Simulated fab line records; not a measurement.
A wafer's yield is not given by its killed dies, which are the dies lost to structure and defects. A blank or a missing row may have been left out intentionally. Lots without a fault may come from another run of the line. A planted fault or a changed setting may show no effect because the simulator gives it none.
fab line records | flow sky130
record: lots: 7 | wafers: 21 | last-day: 50
route steps=708 shown METAL5@680 PASSIVATION@681 PAD_OPEN@694
lots that met no fault: taken from a fault-free run of the same line
start-h: start of the lot's first displayed wafer, in hours after the record's first day | wait-h: time in hours since the lot's previous step | " same as the row above | L1.1+2: one row covering several wafers at once | - no value, or no start given | * or withheld: withheld | < > ~ a bound
route shown NAME@n: a module of which the file shows steps, and the number in the route of the first | usual: mean/standard deviation of fault-free wafers | same: alike in all rows | chamber/n: place in a boat | sites: readings site by site | _std_site: how widely they spread, as a standard deviation | _edge_site: mean of outer sites minus mean of inner sites | radius-mm: for every site, how far away it sits from the centre of the wafer | mask NAME#n: copy n | behind: the last tool/chamber to shape the wafer | hold: why the lot was held/for how many hours/how that ended | device: the n, p or np transistor that did not switch | end of line: the same wafers' tests at the end of the route | where a step has no rows: the recipe by itself | killed: not the wafer's yield, but the dies lost to structure and defects at the first sort | map: the dies of a wafer, with x for killed, . for not killed, _ for no die there
set.NAME: the setting the step ran with; set.NAME@STEP: the setting that earlier step ran with | model.NAME: the simulator's own value behind a step, which no gauge read
lots at some steps of the route; a table a step, a row a wafer
services: the hour from which a tool's chamber was out of use, counted from the record's first day as start-h (under 0 if before that day), plus the number of hours and why
== steps ==
step: SKY_METAL5_CLEAN_19
recipe: chemistry: O3/DIW | dry: n2-spin
step: SKY_PASSIVATION_CVD_00
recipe: material: SiO2 | target-thk-nm: 90 | temp-c: 400 | time-s: withheld | rf-w: 600
usual: heater-power-w: 652/88
lot.wafer | tool     | chamber | start-h | wait-h | heater-power-w
L155.3    | pecvd-03 | 0       | 1073.52 | 0.0    | 670
L155.5    | "        | 2       | "       | "      | 504
L155.6    | "        | 0       | "       | "      | 679
L158.1    | pecvd-03 | 2       | 1080.88 | 0.0    | 544
L158.2    | "        | 1       | "       | "      | 573
L158.6    | "        | 0       | "       | "      | 689
L166.1    | pecvd-01 | 2       | 1132.42 | 0.0    | 532
L166.2    | "        | 0       | "       | "      | 608
L166.4    | "        | 2       | "       | "      | 548
L169.1    | pecvd-03 | 1       | 1142.23 | 0.0    | 561
L169.5    | "        | 1       | "       | "      | 567
L169.6    | "        | 2       | "       | "      | 555
L171.1    | pecvd-01 | 2       | 1150.63 | 0.0    | 572
L171.3    | "        | 1       | "       | "      | 749
L171.5    | "        | 2       | "       | "      | 573
L172.2    | pecvd-04 | 2       | 1164.08 | 0.0    | 725
L172.3    | "        | 0       | "       | "      | 821
L172.5    | "        | 1       | "       | "      | 657
L173.3    | pecvd-04 | 2       | 1167.54 | 0.0    | 864
L173.5    | "        | 0       | "       | "      | 840
L173.6    | "        | 1       | "       | "      | 664
step: SKY_PASSIVATION_THK_MEAS_01
recipe: reads: SiO2_of_PASSIVATION_CVD_00
usual: PASSIVATION_CVD_00_THK: 89.6/1.2
lot.wafer | tool          | chamber | start-h | wait-h | PASSIVATION_CVD_00_THK[nm]
L155.3    | film-metro-02 | -       | 1073.56 | -      | 90.6
L155.5    | "             | -       | "       | "      | 91.3
L155.6    | "             | -       | "       | "      | 91.4
L158.1    | film-metro-01 | -       | 1080.90 | -      | 89.5
L158.2    | "             | -       | "       | "      | 89.7
L158.6    | "             | -       | "       | "      | 91.6
L166.1    | film-metro-03 | -       | 1132.44 | -      | 88.8
L166.2    | "             | -       | "       | "      | 88.9
L166.4    | "             | -       | "       | "      | 89.8
L169.1    | film-metro-03 | -       | 1142.26 | -      | 88.5
L169.5    | "             | -       | "       | "      | 90.0
L169.6    | "             | -       | "       | "      | 91.2
L171.1    | film-metro-02 | -       | 1150.65 | -      | 88.8
L171.3    | "             | -       | "       | "      | 87.9
L171.5    | "             | -       | "       | "      | 90.4
L172.2    | film-metro-03 | -       | 1164.12 | -      | 88.4
L172.3    | "             | -       | "       | "      | 87.7
L172.5    | "             | -       | "       | "      | 90.3
L173.3    | film-metro-01 | -       | 1167.59 | -      | 90.0
L173.5    | "             | -       | "       | "      | 90.2
L173.6    | "             | -       | "       | "      | 91.4
step: SKY_PASSIVATION_CVD_02
recipe: material: Si3N4 | target-thk-nm: 540 | temp-c: 400 | time-s: withheld | rf-w: 450
usual: heater-power-w: 705/98
lot.wafer | tool     | chamber | start-h | wait-h | heater-power-w
L155.3    | pecvd-04 | 0       | 1073.60 | 0.0    | 870
L155.5    | "        | 2       | "       | "      | 870
L155.6    | "        | 1       | "       | "      | 677
L158.1    | pecvd-04 | 0       | 1080.96 | 0.1    | 779
L158.2    | "        | 1       | "       | "      | 745
L158.6    | "        | 2       | "       | "      | 816
L166.1    | pecvd-04 | 0       | 1132.50 | 0.1    | 879
L166.2    | "        | 1       | "       | "      | 622
L166.4    | "        | 1       | "       | "      | 671
L169.1    | pecvd-01 | 2       | 1142.32 | 0.1    | 541
L169.5    | "        | 0       | "       | "      | 643
L169.6    | "        | 2       | "       | "      | 566
L171.1    | pecvd-03 | 2       | 1150.71 | 0.1    | 612
L171.3    | "        | 1       | "       | "      | 647
L171.5    | "        | 2       | "       | "      | 612
L172.2    | pecvd-01 | 0       | 1164.17 | 0.0    | 748
L172.3    | "        | 1       | "       | "      | 734
L172.5    | "        | 0       | "       | "      | 784
L173.3    | pecvd-01 | 2       | 1167.63 | 0.0    | 582
L173.5    | "        | 2       | "       | "      | 595
L173.6    | "        | 0       | "       | "      | 728
step: SKY_PASSIVATION_THK_MEAS_03
recipe: reads: Si3N4_of_PASSIVATION_CVD_02
usual: PASSIVATION_CVD_02_THK: 536/7.3
lot.wafer | tool          | chamber | start-h | wait-h | PASSIVATION_CVD_02_THK[nm]
L155.3    | film-metro-03 | -       | 1073.85 | -      | 541
L155.5    | "             | -       | "       | "      | 544
L155.6    | "             | -       | "       | "      | 546
L158.1    | film-metro-02 | -       | 1081.19 | -      | 530
L158.2    | "             | -       | "       | "      | 526
L158.6    | "             | -       | "       | "      | 527
L166.1    | film-metro-01 | -       | 1132.73 | -      | 534
L166.2    | "             | -       | "       | "      | 537
L166.4    | "             | -       | "       | "      | 546
L169.1    | film-metro-01 | -       | 1142.54 | -      | 538
L169.5    | "             | -       | "       | "      | 545
L169.6    | "             | -       | "       | "      | 550
L171.1    | film-metro-01 | -       | 1150.94 | -      | 534
L171.3    | "             | -       | "       | "      | 533
L171.5    | "             | -       | "       | "      | 534
L172.2    | film-metro-02 | -       | 1164.51 | -      | 532
L172.3    | "             | -       | "       | "      | 536
L172.5    | "             | -       | "       | "      | 545
L173.3    | film-metro-03 | -       | 1167.87 | -      | 543
L173.5    | "             | -       | "       | "      | 549
L173.6    | "             | -       | "       | "      | 551
step: SKY_PASSIVATION_DEHYDRATE_04
recipe: temp-c: 200 | time-s: 60
step: SKY_PASSIVATION_HMDS_05
recipe: prime-time-s: 60 | prime-temp-c: 120
step: SKY_PASSIVATION_COAT_06
recipe: spin-rpm: 2000 | resist-thk-nm: 3000
step: SKY_PASSIVATION_SOFTBAKE_07
recipe: temp-c: 110 | time-s: withheld
step: SKY_PASSIVATION_EXPOSE_08
recipe: mask-id: NSM | target-cd-nm: 3000 | na: 0.57 | dose-mj: 260
step: SKY_PASSIVATION_PEB_09
recipe: temp-c: 115 | time-s: withheld
step: SKY_PASSIVATION_DEVELOP_10
recipe: develop-time-s: 60 | dev-temp-c: 23
step: SKY_PASSIVATION_ETCH_11
recipe: chemistry: CF4/O2 | target-depth-nm: 725 | stop-on: AlCu | source-w: 800 | bias-w: 150 | pressure-mtorr: 150 | cf4-flow-sccm: 80 | O2_flow_sccm: 10 | time-s: 161.1
usual: drypump-motor-current-A: 5.7/0.4 | oes-product-au: 0.974/0.0078 | throttle-valve-pct: 5.964/0.0094
lot.wafer | tool        | chamber | start-h | wait-h | drypump-motor-current-A | oes-product-au | rf-hours-counter-h | throttle-valve-pct | model.etch.depth-nm | model.PASSIVATION.feature-depth-nm | model.coat_of_PASSIVATION_COAT_06.thk-nm
L155.3    | rie-diel-04 | 1       | 1094.96 | -      | 5.6                     | 0.973          | 12                 | 5.965              | 705.1               | 705.1                              | 2546
L155.5    | "           | 2       | "       | "      | 6.7                     | 0.968          | -                  | 5.968              | 708.3               | 708.3                              | 2531
L155.6    | "           | 1       | "       | "      | 5.6                     | 0.984          | -                  | 5.947              | 712.4               | 712.4                              | 2538
L158.1    | rie-diel-03 | 0       | 1101.11 | -      | 5.3                     | 0.965          | 27                 | 5.956              | 694.1               | 694.1                              | 2523
L158.2    | "           | 1       | "       | "      | 6.0                     | 0.973          | 20                 | 5.984              | 691                 | 691                                | 2525
L158.6    | "           | 1       | "       | "      | 6.0                     | 0.965          | -                  | 5.957              | 693.8               | 693.8                              | 2531
L166.1    | rie-diel-04 | 0       | 1150.46 | -      | 5.7                     | 0.966          | 23                 | 5.958              | 696.1               | 696.1                              | 2497
L166.2    | "           | 3       | "       | "      | 5.8                     | 0.839          | 21                 | 5.927              | 537.1               | 537.1                              | 2630
L166.4    | "           | 1       | "       | "      | 5.7                     | 0.986          | 14                 | 5.965              | 708.9               | 708.9                              | 2508
L169.1    | rie-diel-04 | 0       | 1160.31 | -      | 5.7                     | 0.977          | 24                 | 5.982              | 701.5               | 701.5                              | 2513
L169.5    | "           | 1       | "       | "      | 5.7                     | 0.852          | -                  | 5.925              | 549.2               | 549.2                              | 2629
L169.6    | "           | 2       | "       | "      | 6.7                     | 0.979          | -                  | 5.966              | 712.7               | 712.7                              | 2528
L171.1    | rie-diel-04 | 3       | 1167.92 | -      | 5.8                     | 0.978          | 22                 | 5.978              | 697.4               | 697.4                              | 2534
L171.3    | "           | 1       | "       | "      | 5.7                     | 0.842          | 14                 | 5.925              | 543.3               | 543.3                              | 2637
L171.5    | "           | 3       | "       | "      | 5.8                     | 0.838          | -                  | 5.930              | 536.4               | 536.4                              | 2639
L172.2    | rie-diel-01 | 3       | 1180.92 | -      | 5.6                     | 0.966          | 9                  | 5.974              | 695.5               | 695.5                              | 2518
L172.3    | "           | 2       | "       | "      | 5.8                     | 0.966          | 19                 | 5.952              | 698.8               | 698.8                              | 2507
L172.5    | "           | 0       | "       | "      | 5.2                     | 0.987          | -                  | 5.967              | 709.9               | 709.9                              | 2517
L173.3    | rie-diel-01 | 3       | 1184.17 | -      | 5.6                     | 0.980          | 9                  | 5.961              | 707.5               | 707.5                              | 2523
L173.5    | "           | 0       | "       | "      | 5.2                     | 0.981          | -                  | 5.962              | 712.3               | 712.3                              | 2525
L173.6    | "           | 3       | "       | "      | 5.6                     | 0.988          | -                  | 5.981              | 716                 | 716                                | 2516
step: SKY_PASSIVATION_STRIP_12
recipe: chemistry: O2/N2 | power-w: 1400 | pressure-mtorr: 1500 | platen-temp-c: withheld | overash-fraction: 0.7 | o2-flow-sccm: 3000 | n2-flow-sccm: 300
usual: drypump-motor-current-A: 6.0/0.66 | oes-product-au: 0.661/0.0045 | strip-time-to-endpoint-s: 31.57/0.13
lot.wafer | tool            | chamber | start-h | wait-h | drypump-motor-current-A | oes-product-au | rf-hours-counter-h | strip-time-to-endpoint-s
L155.3    | plasma-asher-02 | 1       | 1095.10 | 0.1    | 5.7                     | 0.669          | -                  | 31.88
L155.5    | "               | 0       | "       | "      | 5.7                     | 0.664          | -                  | 31.69
L155.6    | "               | 1       | "       | "      | 5.7                     | 0.653          | -                  | 31.76
L158.1    | plasma-asher-04 | 0       | 1101.21 | 0.1    | 6.6                     | 0.670          | 4                  | 31.61
L158.2    | "               | 1       | "       | "      | 6.7                     | 0.654          | 4                  | 31.62
L158.6    | "               | 0       | "       | "      | 6.6                     | 0.659          | -                  | 31.70
L166.1    | plasma-asher-01 | 1       | 1150.57 | 0.1    | 6.2                     | 0.661          | 103                | 31.29
L166.2    | "               | 0       | "       | "      | 4.7                     | 0.666          | 103                | 32.83
L166.4    | "               | 1       | "       | "      | 6.2                     | 0.657          | -                  | 31.42
L169.1    | plasma-asher-02 | 1       | 1160.42 | 0.1    | 5.7                     | 0.661          | 73                 | 31.50
L169.5    | "               | 0       | "       | "      | 5.7                     | 0.670          | -                  | 32.83
L169.6    | "               | 1       | "       | "      | 5.7                     | 0.664          | -                  | 31.66
L171.1    | plasma-asher-02 | 0       | 1168.02 | 0.1    | 5.7                     | 0.665          | 74                 | 31.72
L171.3    | "               | 1       | "       | "      | 5.7                     | 0.652          | -                  | 32.91
L171.5    | "               | 1       | "       | "      | 5.7                     | 0.656          | -                  | 32.93
L172.2    | plasma-asher-02 | 0       | 1181.02 | 0.1    | 5.7                     | 0.654          | 75                 | 31.54
L172.3    | "               | 1       | "       | "      | 5.7                     | 0.654          | -                  | 31.42
L172.5    | "               | 0       | "       | "      | 5.7                     | 0.659          | -                  | 31.54
L173.3    | plasma-asher-04 | 0       | 1184.31 | 0.1    | 6.6                     | 0.658          | -                  | 31.60
L173.5    | "               | 0       | "       | "      | 6.6                     | 0.660          | -                  | 31.61
L173.6    | "               | 1       | "       | "      | 6.7                     | 0.661          | -                  | 31.50
step: SKY_PAD_OPEN_DEHYDRATE_00
recipe: temp-c: 200 | time-s: 60
== services ==
tool            | chamber | start-h | hours | kind
plasma-asher-04 | -       | 1055.25 | 9.0   | pm
plasma-asher-04 | 0       | 1055.25 | 9.0   | vent-cycle
plasma-asher-04 | 1       | 1055.25 | 9.0   | vent-cycle
rie-diel-03     | 3       | 1057.69 | 3.9   | repair
plasma-asher-04 | 0       | 1064.25 | -     | clean
plasma-asher-04 | 1       | 1064.25 | -     | clean
pecvd-01        | -       | 1085.50 | 2.8   | pm
rie-diel-03     | 1       | 1109.17 | 4.7   | repair
rie-diel-03     | 0       | 1119.20 | 1.6   | repair
pecvd-01        | 1       | 1120.64 | 6.3   | repair
rie-diel-01     | 1       | 1122.20 | 3.5   | repair
rie-diel-01     | 0       | 1123.82 | 3.9   | repair
rie-diel-01     | -       | 1132.84 | 2.8   | pm
pecvd-01        | 0       | 1135.73 | 5.5   | scheduled-down
rie-diel-03     | 0       | 1140.84 | 6.2   | repair
pecvd-04        | -       | 1141.45 | 0.4   | repair
plasma-asher-04 | -       | 1142.56 | 7.4   | repair
pecvd-03        | 1       | 1158.49 | 2.1   | scheduled-down
pecvd-01        | 2       | 1161.30 | 5.5   | scheduled-down
rie-diel-04     | -       | 1171.18 | 0.3   | repair
pecvd-04        | 0       | 1172.70 | 5.5   | scheduled-down
pecvd-04        | 0       | 1180.62 | -     | clean
pecvd-04        | 0       | 1180.62 | -     | consumable-replace:showerhead
pecvd-04        | -       | 1180.93 | 1.0   | repair
== key ==
first-sign: step: SKY_PASSIVATION_ETCH_11 | reading: oes-product-au | direction: down | sigmas: 17 | usual: 0.974 | struck: 0.843
effect: step: SKY_PASSIVATION_ETCH_11 | reading: throttle-valve-pct | direction: down | sigmas: 3.9 | usual: 5.964 | struck: 5.927
effect: step: SKY_PASSIVATION_STRIP_12 | reading: strip-time-to-endpoint-s | direction: up | sigmas: 10 | usual: * | struck: *
model-effect: step: SKY_PASSIVATION_ETCH_11 | value: etch.depth-nm | without: 700.6 | struck: 541.5
met-at SKY_PASSIVATION_ETCH_11
struck-wafers L166.2,L169.5,L171.3,L171.5
later-rows-left-out L166.2,L169.5,L171.3,L171.5
sort-left-out L166.2,L169.5,L171.3,L171.5
onset-between 1094.96 1150.46
fault: kind: process-parameter-drift | tool: rie-diel-04 | chamber: - | onset-h: 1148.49 | steps: SKY_PASSIVATION_ETCH_11 | channel: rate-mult | offset: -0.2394 | shape: step | end-h: 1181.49 | scope: struck-wafers-only
sort-left-out: the simulated sort isn't trusted on such a fault, so these wafers' sort isn't shown, and their yield isn't known
later-rows-left-out: the simulator's readings of these wafers behind a module that went badly wrong aren't trusted and aren't shown, but for the sort
